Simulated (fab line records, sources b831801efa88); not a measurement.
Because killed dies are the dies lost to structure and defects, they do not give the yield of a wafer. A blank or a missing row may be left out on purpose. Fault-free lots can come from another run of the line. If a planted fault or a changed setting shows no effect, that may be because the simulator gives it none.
fab line records    flow sky130
[record] lots = 7  wafers = 21  last-day = 49
route steps=708 shown LDD_N@252 LDD_P@255 LDD_HVN@267 PAD_OPEN@708
lots that met no fault: taken from a fault-free run of the same line
start-h: start of the lot's first displayed wafer, in hours after the record's first day    wait-h: how many hours have passed since the lot's step before this one    " as in the row above    L1.1+2: one row covering several wafers at once    - no value, or no start given    * or withheld: withheld    < > ~ a bound
route shown NAME@n: a module of which the file shows steps, and the number in the route of the first    usual: mean/standard deviation of fault-free wafers    same: alike in all rows    chamber/n: place in a boat    sites: each site's reading    _std_site: standard deviation across them    _edge_site: the outer-site mean with the inner-site mean subtracted    radius-mm: for every site, how far away it sits from the centre of the wafer    mask NAME#n: copy n    behind: the most recent tool/chamber to have shaped the wafer    hold: why the lot was held/for how many hours/how that ended    device: transistor that didn't switch, given as n, p or np    end of line: the same wafers' tests at the end of the route    for a step that has no rows: nothing shown but its recipe    killed: not the wafer's yield, but the dies lost to structure and defects at the first sort    map: per-die view of a wafer (x killed, . not killed, _ where there is no die)
set.NAME: the setting as run; set.NAME@STEP: as run at that earlier step    model.NAME: the simulator's own value behind a step, which no gauge read
a table for each step, a row for each wafer; lots at some steps of the route
services: the hour from which a tool's chamber was out of use, counted from the record's first day as start-h (under 0 if before that day), plus the number of hours and why
[[steps]]
[step SKY_LDD_N_IMPLANT_15]
[recipe] species = BF2  energy-kev = 50  dose-cm2 = 5e+12  tilt-deg = 30  rotation-deg = 270
[step SKY_LDD_N_STRIP_16]
[recipe] chemistry = O2/N2  power-w = 1400  pressure-mtorr = 1500  platen-temp-c = withheld  o2-flow-sccm = 3000  n2-flow-sccm = 300  overash-fraction = 0.5
[usual] chamber-pressure-mTorr = 1499.8/1.4  drypump-motor-current-A = 5.71/0.29  n2-flow-sccm = 300.1/0.88  oes-product-au = 0.406/0.0042  strip-time-to-endpoint-s = 4.298/0.018
[same] overash-fraction = 0.5
lot.wafer  tool             chamber  start-h  wait-h  chamber-pressure-mTorr  drypump-motor-current-A  n2-flow-sccm  oes-product-au  rf-hours-counter-h  strip-time-to-endpoint-s
L464.2     plasma-asher-03  1        440.33   0.1     1500.6                  5.22                     300.5         0.404           1                   4.325
L464.4     "                0        "        "       1498.2                  5.86                     298.3         0.404           -                   4.321
L464.6     "                1        "        "       1498.3                  5.19                     300.2         0.409           -                   4.325
L467.1     plasma-asher-02  0        464.33   0.1     1499.0                  5.95                     300.7         0.403           66                  4.289
L467.3     "                1        "        "       1498.2                  5.71                     298.1         0.406           -                   4.279
L467.4     "                0        "        "       1500.9                  5.99                     299.8         0.408           -                   4.321
L469.1     plasma-asher-03  0        494.79   0.1     1501.6                  5.82                     298.9         0.396           7                   4.273
L469.2     "                1        "        "       1500.3                  5.19                     300.4         0.409           7                   4.281
L469.3     "                1        "        "       1499.6                  5.21                     300.7         0.408           -                   4.278
L471.2     plasma-asher-02  0        503.94   0.1     1499.8                  5.95                     299.5         0.412           70                  4.311
L471.3     "                0        "        "       1500.6                  5.93                     298.3         0.404           -                   4.312
L471.4     "                1        "        "       1502.0                  5.71                     301.1         0.404           -                   4.310
L474.2     plasma-asher-04  1        530.59   0.1     1499.6                  5.76                     299.9         0.412           41                  4.291
L474.4     "                1        "        "       1502.0                  5.77                     301.2         0.406           -                   4.302
L474.6     "                1        "        "       1499.1                  5.76                     301.0         0.401           -                   4.300
L475.1     plasma-asher-02  0        539.63   0.1     1499.7                  5.95                     299.5         0.411           72                  4.313
L475.3     "                0        "        "       1498.9                  5.95                     300.8         0.407           -                   4.297
L475.6     "                1        "        "       1499.7                  5.73                     301.1         0.410           -                   4.300
L476.1     plasma-asher-03  1        539.70   0.1     1500.7                  5.21                     300.6         0.413           12                  4.309
L476.3     "                0        "        "       1500.2                  5.83                     300.5         0.406           -                   4.301
L476.5     "                1        "        "       1499.6                  5.21                     300.2         0.410           -                   4.303
[step SKY_LDD_N_TW_MEAS_17]
[usual] LDD_N_TW = 2603/31
lot.wafer  tool           chamber  start-h  wait-h  LDD_N_TW
L464.2     film-metro-02  -        440.44   0.1     2624
L464.4     "              -        "        "       2641
L464.6     "              -        "        "       2621
L467.1     film-metro-03  -        464.43   0.1     2563
L467.3     "              -        "        "       2552
L467.4     "              -        "        "       2565
L469.1     film-metro-02  -        494.89   0.1     2635
L469.2     "              -        "        "       2630
L469.3     "              -        "        "       2616
L471.2     film-metro-02  -        504.05   0.1     2644
L471.3     "              -        "        "       2636
L471.4     "              -        "        "       2650
L474.2     film-metro-04  -        530.70   0.1     2583
L474.4     "              -        "        "       2585
L474.6     "              -        "        "       2596
L475.1     film-metro-03  -        539.73   0.1     2567
L475.3     "              -        "        "       2564
L475.6     "              -        "        "       2564
L476.1     film-metro-02  -        539.80   0.1     2640
L476.3     "              -        "        "       2643
L476.5     "              -        "        "       2621
[step SKY_LDD_P_DEHYDRATE_00]
[recipe] temp-c = 200  time-s = 60
[step SKY_LDD_P_HMDS_01]
[recipe] prime-time-s = 60  prime-temp-c = 120
[step SKY_LDD_P_COAT_02]
[recipe] resist = NOVOLAK  spin-rpm = 3000  resist-thk-nm = 1140
[step SKY_LDD_P_SOFTBAKE_03]
[recipe] temp-c = 90  time-s = 60  resist = NOVOLAK
[step SKY_LDD_P_EXPOSE_04]
[recipe] mask-id = PSDM  na = 0.6  source-shape = conventional  sigma-outer = 0.6  polarization = unpolarized  target-cd-nm = 380  dose-mj = 138
[step SKY_LDD_P_PEB_05]
[recipe] temp-c = withheld  time-s = *  resist = NOVOLAK
[step SKY_LDD_P_DEVELOP_06]
[recipe] resist = NOVOLAK  developer = TMAH  develop-time-s = 62.21  dev-temp-c = 23
[step SKY_LDD_P_CD_MEAS_07]
[recipe] target-cd-nm = 380
[usual] cd-nm = 379.1/2.2
lot.wafer  tool       chamber  start-h  wait-h  cd-nm
L464.2     cd-sem-02  -        471.44   0.1     376.3
L464.4     "          -        "        "       379.0
L464.6     "          -        "        "       378.1
L467.1     cd-sem-02  -        496.07   0.1     379.0
L467.3     "          -        "        "       377.0
L467.4     "          -        "        "       379.3
L469.1     cd-sem-01  -        525.46   0.1     378.2
L469.2     "          -        "        "       376.2
L469.3     "          -        "        "       377.3
L471.2     cd-sem-02  -        535.01   0.1     382.5
L471.3     "          -        "        "       381.2
L471.4     "          -        "        "       381.2
L474.2     cd-sem-02  -        561.78   0.1     381.5
L474.4     "          -        "        "       380.1
L474.6     "          -        "        "       380.2
L475.1     cd-sem-01  -        569.91   0.1     383.5
L475.3     "          -        "        "       382.2
L475.6     "          -        "        "       381.9
L476.1     cd-sem-02  -        570.59   0.1     380.7
L476.3     "          -        "        "       383.3
L476.5     "          -        "        "       380.3
[step SKY_LDD_P_OVL_MEAS_08]
[usual] LDD_P_OVL = -0.8/1.2
lot.wafer  tool        chamber  start-h  wait-h  LDD_P_OVL[nm]
L464.2     overlay-01  -        471.54   0.1     -0.9
L464.4     "           -        "        "       1.5
L464.6     "           -        "        "       0.7
L467.1     overlay-01  -        496.19   0.1     -2.4
L467.3     "           -        "        "       -1.5
L467.4     "           -        "        "       -2.4
L469.1     overlay-01  -        525.58   0.1     -0.7
L469.2     "           -        "        "       -1.1
L469.3     "           -        "        "       0.4
L471.2     overlay-02  -        535.12   0.1     -2.3
L471.3     "           -        "        "       -3.5
L471.4     "           -        "        "       -1.6
L474.2     overlay-02  -        561.89   0.1     -2.5
L474.4     "           -        "        "       -1.6
L474.6     "           -        "        "       -1.2
L475.1     overlay-02  -        570.03   0.1     -1.3
L475.3     "           -        "        "       -0.4
L475.6     "           -        "        "       -0.9
L476.1     overlay-01  -        570.71   0.1     0.3
L476.3     "           -        "        "       -1.7
L476.5     "           -        "        "       0.5
[step SKY_LDD_P_IMPLANT_09]
[recipe] species = BF2  energy-kev = 25  dose-cm2 = 1e+13  tilt-deg = withheld
[usual] end-station-pressure-torr = 5.04e-06/2.6e-07  implant-ion-amu = 49/0
lot.wafer  tool          chamber  start-h  wait-h  end-station-pressure-torr  implant-ion-amu  model.implant.drp-nm  model.implant.rp-nm
L464.2     implanter-01  0        471.60   0.0     5.14e-06                   49               11.41                 21.35
L464.4     "             0        "        "       4.61e-06                   49               11.41                 21.35
L464.6     "             0        "        "       5.23e-06                   49               11.41                 21.35
L467.1     implanter-02  0        496.22   0.0     5.33e-06                   49               11.41                 20.94
L467.3     "             0        "        "       5.11e-06                   49               11.41                 20.94
L467.4     "             0        "        "       5.09e-06                   49               11.41                 20.94
L469.1     implanter-04  0        525.62   0.0     4.81e-06                   49               11.41                 21.02
L469.2     "             0        "        "       4.96e-06                   49               11.41                 21.02
L469.3     "             0        "        "       4.69e-06                   49               11.41                 21.02
L471.2     implanter-04  0        535.17   0.0     5.22e-06                   49               11.41                 20.85
L471.3     "             0        "        "       4.76e-06                   49               11.41                 20.85
L471.4     "             0        "        "       5.3e-06                    49               11.41                 20.85
L474.2     implanter-04  0        561.95   0.0     4.71e-06                   75               8.431                 17.82
L474.4     "             0        "        "       4.74e-06                   75               8.431                 17.82
L474.6     "             0        "        "       5.06e-06                   75               8.431                 17.82
L475.1     implanter-01  0        570.07   0.0     4.93e-06                   75               8.431                 18.52
L475.3     "             0        "        "       5.04e-06                   75               8.431                 18.52
L475.6     "             0        "        "       5.13e-06                   75               8.431                 18.52
L476.1     implanter-04  0        570.75   0.0     4.86e-06                   75               8.431                 18.28
L476.3     "             0        "        "       4.9e-06                    75               8.431                 18.28
L476.5     "             0        "        "       5.15e-06                   75               8.431                 18.28
[step SKY_LDD_P_STRIP_10]
[recipe] chemistry = O2/N2  power-w = 1400  pressure-mtorr = 1500  platen-temp-c = withheld  o2-flow-sccm = 3000  n2-flow-sccm = 300  overash-fraction = 0.5
[usual] chamber-pressure-mTorr = 1500.0/1.3  drypump-motor-current-A = 5.69/0.23  n2-flow-sccm = 300.1/0.89  oes-product-au = 0.715/0.005  strip-time-to-endpoint-s = 14.18/0.037
[same] overash-fraction = 0.5
lot.wafer  tool             chamber  start-h  wait-h  chamber-pressure-mTorr  drypump-motor-current-A  n2-flow-sccm  oes-product-au  rf-hours-counter-h  strip-time-to-endpoint-s
L464.2     plasma-asher-04  0        471.72   0.1     1499.3                  6.02                     299.2         0.716           37                  14.13
L464.4     "                0        "        "       1501.2                  6.03                     300.3         0.711           -                   14.12
L464.6     "                1        "        "       1501.0                  5.77                     300.3         0.718           -                   14.09
L467.1     plasma-asher-01  1        496.37   0.1     1499.1                  5.74                     298.1         0.704           83                  14.18
L467.3     "                1        "        "       1499.5                  5.69                     298.6         0.714           -                   14.20
L467.4     "                0        "        "       1500.0                  5.57                     300.0         0.717           -                   14.18
L469.1     plasma-asher-04  1        525.77   0.1     1501.9                  5.80                     300.1         0.716           40                  14.17
L469.2     "                0        "        "       1501.6                  6.00                     300.9         0.711           40                  14.21
L469.3     "                1        "        "       1501.2                  5.78                     299.4         0.721           -                   14.22
L471.2     plasma-asher-03  0        535.30   0.1     1502.1                  5.82                     299.6         0.709           12                  14.19
L471.3     "                1        "        "       1498.7                  5.20                     301.0         0.712           -                   14.18
L471.4     "                0        "        "       1500.1                  5.81                     301.2         0.724           -                   14.18
L474.2     plasma-asher-01  0        562.07   0.1     1500.4                  5.57                     300.2         0.718           90                  14.18
L474.4     "                1        "        "       1500.2                  5.73                     300.2         0.709           -                   14.21
L474.6     "                1        "        "       1500.8                  5.73                     301.7         0.723           -                   14.20
L475.1     plasma-asher-04  1        570.22   0.1     1500.5                  5.77                     301.0         0.704           45                  14.19
L475.3     "                1        "        "       1497.3                  5.76                     299.4         0.719           -                   14.19
L475.6     "                1        "        "       1500.1                  5.75                     301.2         0.710           -                   14.19
L476.1     plasma-asher-01  0        570.90   0.1     1499.2                  5.58                     300.2         0.717           90                  14.13
L476.3     "                0        "        "       1499.9                  5.57                     298.8         0.717           -                   14.17
L476.5     "                0        "        "       1497.6                  5.57                     299.3         0.714           -                   14.15
[step SKY_LDD_P_TW_MEAS_11]
[usual] LDD_P_TW = 637/8.9
lot.wafer  tool           chamber  start-h  wait-h  LDD_P_TW
L464.2     film-metro-02  -        471.83   0.1     653
L464.4     "              -        "        "       648
L464.6     "              -        "        "       652
L467.1     film-metro-01  -        496.47   0.1     629
L467.3     "              -        "        "       631
L467.4     "              -        "        "       631
L469.1     film-metro-03  -        525.87   0.1     627
L469.2     "              -        "        "       624
L469.3     "              -        "        "       624
L471.2     film-metro-02  -        535.41   0.1     647
L471.3     "              -        "        "       644
L471.4     "              -        "        "       646
L474.2     film-metro-01  -        562.18   0.1     1044
L474.4     "              -        "        "       1042
L474.6     "              -        "        "       1041
L475.1     film-metro-01  -        570.32   0.1     1046
L475.3     "              -        "        "       1052
L475.6     "              -        "        "       1042
L476.1     film-metro-03  -        571.00   0.1     1044
L476.3     "              -        "        "       1045
L476.5     "              -        "        "       1036
[step SKY_LDD_HVN_DEHYDRATE_00]
[recipe] temp-c = 200  time-s = 60
[step SKY_PAD_OPEN_PROBE_99]
lot.wafer  tool       chamber  start-h  wait-h  model.etest.pfet_01v8.r-on-ohm-um  model.etest.pfet-g5v0d10v5.r-on-ohm-um  model.etest.pfet_01v8.drive-ua-um  model.etest.sram-pfet-latch.drive-ua-um  model.etest.pfet_01v8_hvt.drive-ua-um  model.etest.pfet_01v8_mvt.drive-ua-um  model.etest.pfet_01v8_lvt.drive-ua-um  model.etest.pfet-g5v0d10v5.drive-ua-um
L464.2     prober-01  -        1115.24  0.1     2900                               4730                                    191.5                              137.8                                    142.5                                  150.9                                  175                                    341.4
L464.4     prober-01  -        1115.34  0.2     2869                               4720                                    193.6                              140.4                                    143.3                                  151.6                                  174.3                                  349.6
L464.6     prober-01  -        1115.44  0.2     2850                               4695                                    195.6                              140.7                                    145.1                                  152.6                                  176.7                                  343.8
L467.1     prober-02  -        1134.53  0.1     2845                               4626                                    195.9                              149.2                                    145.9                                  153.4                                  177                                    351.7
L467.3     prober-02  -        1134.63  0.2     2921                               4722                                    192.3                              140.1                                    143.4                                  150.7                                  176.4                                  347.8
L467.4     prober-02  -        1134.68  0.2     2948                               4761                                    189.6                              144.6                                    140.1                                  149                                    174.7                                  343.2
L469.1     prober-02  -        1154.04  0.1     2840                               4768                                    198.6                              146.1                                    146.8                                  156.2                                  173.9                                  340.1
L469.2     prober-02  -        1154.09  0.1     2855                               4670                                    197.1                              148.3                                    147.1                                  155.2                                  174.8                                  346
L469.3     prober-02  -        1154.14  0.2     2877                               4761                                    193                                147.5                                    143.2                                  153.2                                  171.9                                  339.3
L471.2     prober-02  -        1156.48  0.1     2922                               4710                                    190.5                              142                                      142.3                                  150.6                                  175.7                                  341.1
L471.3     prober-02  -        1156.53  0.2     2943                               4763                                    188.8                              138.4                                    139.4                                  148.3                                  173                                    341
L471.4     prober-02  -        1156.58  0.2     2878                               4825                                    194                                141.8                                    145.5                                  151                                    175.4                                  338.5
L474.2     prober-01  -        1177.71  0.1     4256                               4887                                    126.5                              93.32                                    91.03                                  117.7                                  152                                    335.6
L474.4     prober-01  -        1177.81  0.2     4530                               4854                                    116.3                              83.87                                    84.16                                  112.5                                  149.2                                  341.2
L474.6     prober-01  -        1177.91  0.2     4348                               4869                                    124.1                              91.34                                    89.81                                  116.8                                  154.5                                  335.4
L475.1     prober-02  -        1181.72  0.1     4154                               4784                                    130.1                              96.43                                    94.82                                  124.9                                  153.6                                  342
L475.3     prober-02  -        1181.82  0.2     4026                               4810                                    136                                102.9                                    98.29                                  127.4                                  155                                    339
L475.6     prober-02  -        1181.97  0.2     4222                               4835                                    128.5                              96.69                                    94.6                                   123.5                                  150.8                                  337.8
L476.1     prober-01  -        1182.75  0.1     4265                               4980                                    128.8                              91.16                                    92.26                                  122.1                                  146.1                                  333.2
L476.3     prober-01  -        1182.85  0.2     4112                               4887                                    133.3                              94.83                                    96.88                                  124.8                                  150.3                                  335.3
L476.5     prober-01  -        1182.95  0.2     4073                               4908                                    133.6                              95.49                                    96.36                                  124.3                                  149.8                                  329.6
// killed by level:class
L464.2 CONTACT:geometric-particle:open=17 VIA1:geometric-particle:open=16 LI_CONTACT:geometric-particle:open=7 VIA2:geometric-particle:open=6 CONTACT:geometric-particle:short=5 VIA3:geometric-particle:open=5 FIELD_ISO:geometric-particle:open=4 LOCAL_INTERCONNECT:geometric-particle:short=4
L464.4 CONTACT:geometric-particle:open=12 VIA1:geometric-particle:open=12 LI_CONTACT:geometric-particle:open=7 VIA2:geometric-particle:open=7 FIELD_ISO:geometric-particle:short=5 VIA1:geometric-particle:short=4 VIA2:geometric-particle:short=4 METAL3:geometric-particle:short=3
L464.6 VIA1:geometric-particle:open=10 CONTACT:geometric-particle:open=9 LOCAL_INTERCONNECT:geometric-particle:short=7 METAL2:geometric-particle:short=6 METAL1:geometric-particle:short=5 VIA2:geometric-particle:open=5 LI_CONTACT:geometric-particle:open=4 METAL1:geometric-particle:open=4
L467.1 VIA1:geometric-particle:open=10 CONTACT:geometric-particle:open=8 METAL1:geometric-particle:short=6 VIA3:geometric-particle:open=6 FIELD_ISO:geometric-particle:open=5 FIELD_ISO:geometric-particle:short=5 LOCAL_INTERCONNECT:geometric-particle:short=5 METAL3:geometric-particle:short=5
L467.3 CONTACT:geometric-particle:open=12 CONTACT:geometric-particle:short=11 VIA1:geometric-particle:open=10 VIA3:geometric-particle:open=8 METAL1:geometric-particle:short=7 METAL2:geometric-particle:short=7 LI_CONTACT:geometric-particle:open=6 VIA1:geometric-particle:short=5
L467.4 CONTACT:geometric-particle:open=15 VIA1:geometric-particle:open=10 VIA2:geometric-particle:open=9 LOCAL_INTERCONNECT:geometric-particle:short=6 LI_CONTACT:geometric-particle:open=5 VIA3:geometric-particle:open=5 VIA1:geometric-particle:short=5 FIELD_ISO:geometric-particle:open=4
L469.1 LI_CONTACT:geometric-particle:open=8 VIA1:geometric-particle:open=8 METAL2:geometric-particle:short=8 CONTACT:geometric-particle:open=6 CONTACT:geometric-particle:short=5 VIA2:geometric-particle:open=5 METAL4:geometric-particle:short=5 POLY_GATE:geometric-particle:short=4
L469.2 CONTACT:geometric-particle:open=9 METAL1:geometric-particle:short=9 LI_CONTACT:geometric-particle:open=8 VIA3:geometric-particle:open=7 LOCAL_INTERCONNECT:geometric-particle:short=6 VIA1:geometric-particle:open=6 VIA2:geometric-particle:open=6 FIELD_ISO:geometric-particle:open=5
L469.3 VIA1:geometric-particle:open=16 CONTACT:geometric-particle:open=15 POLY_GATE:geometric-particle:open=6 METAL2:geometric-particle:short=5 VIA1:geometric-particle:short=4 FIELD_ISO:geometric-particle:open=4 FIELD_ISO:geometric-particle:short=4 POLY_GATE:geometric-particle:short=4
L471.2 VIA3:geometric-particle:open=12 VIA1:geometric-particle:open=10 VIA2:geometric-particle:open=8 CONTACT:geometric-particle:open=7 POLY_GATE:geometric-particle:short=7 METAL2:geometric-particle:short=6 METAL3:geometric-particle:short=6 POLY_GATE:geometric-particle:open=5
L471.3 VIA1:geometric-particle:open=8 LI_CONTACT:geometric-particle:open=7 VIA3:geometric-particle:open=7 CONTACT:geometric-particle:short=6 CONTACT:geometric-particle:open=6 POLY_GATE:geometric-particle:open=5 VIA1:geometric-particle:short=5 METAL3:geometric-particle:short=5
L471.4 VIA1:geometric-particle:open=20 VIA3:geometric-particle:open=8 CONTACT:geometric-particle:open=7 LI_CONTACT:geometric-particle:open=6 METAL1:geometric-particle:short=6 VIA1:geometric-particle:short=6 POLY_GATE:geometric-particle:short=5 POLY_GATE:geometric-particle:open=5
[[services]]
tool             chamber  start-h  hours  kind
plasma-asher-03  -        421.25   9.0    pm
plasma-asher-03  0        421.25   9.0    vent-cycle
plasma-asher-03  1        421.25   9.0    vent-cycle
plasma-asher-03  -        421.75   1.0    repair
plasma-asher-03  0        430.25   -      clean
plasma-asher-03  1        430.25   -      clean
plasma-asher-01  -        455.59   2.0    repair
implanter-04     -        471.27   4.2    pm
plasma-asher-04  -        483.65   28.1   pm
plasma-asher-02  -        494.67   5.6    repair
implanter-04     -        503.94   5.9    repair
implanter-04     -        509.44   0.6    repair
plasma-asher-02  -        517.89   13.6   pm
implanter-04     -        518.38   0.8    repair
implanter-01     -        525.41   4.5    pm
implanter-01     -        532.41   1.4    repair
implanter-01     -        546.90   2.0    repair
plasma-asher-01  -        553.92   1.5    repair
[[key]]
[first-sign] step = SKY_LDD_P_IMPLANT_09  reading = implant-ion-amu  direction = up  sigmas = 99+  usual = 49  struck = 75
[effect] step = SKY_LDD_P_TW_MEAS_11  reading = LDD_P_TW  direction = up  sigmas = 46  usual = 637  struck = 1044
[model-effect] step = SKY_LDD_P_IMPLANT_09  value = implant.drp-nm  without = 11.41  struck = 8.431
[model-effect] step = SKY_PAD_OPEN_PROBE_99  value = etest.pfet_01v8.r-on-ohm-um  without = 2879  struck = 4221
met-at SKY_LDD_P_IMPLANT_09
struck-wafers L474.2,L474.4,L474.6,L475.1,L475.3,L475.6,L476.1,L476.3,L476.5
sort-left-out L474.2,L474.4,L474.6,L475.1,L475.3,L475.6,L476.1,L476.3,L476.5
tester-left-out L474,L475,L476
onset-between 535.17 561.95
[fault] kind = wrong-recipe-download  tool = implanter-01,implanter-02,implanter-04  chamber = -  onset-h = 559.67  steps = SKY_LDD_P_IMPLANT_09  wrong-recipe.not-listed = 1
// tester-left-out: of these lots the tester's yield and bins aren't shown, on N5 and GAA mostly nor the transistor test; their killed dies are dies lost to structure and defects alone, not to doping, threshold or leakage, so they don't give the yield
// sort-left-out: the simulated sort isn't trusted on such a fault, so these wafers' sort isn't shown, and their yield isn't known
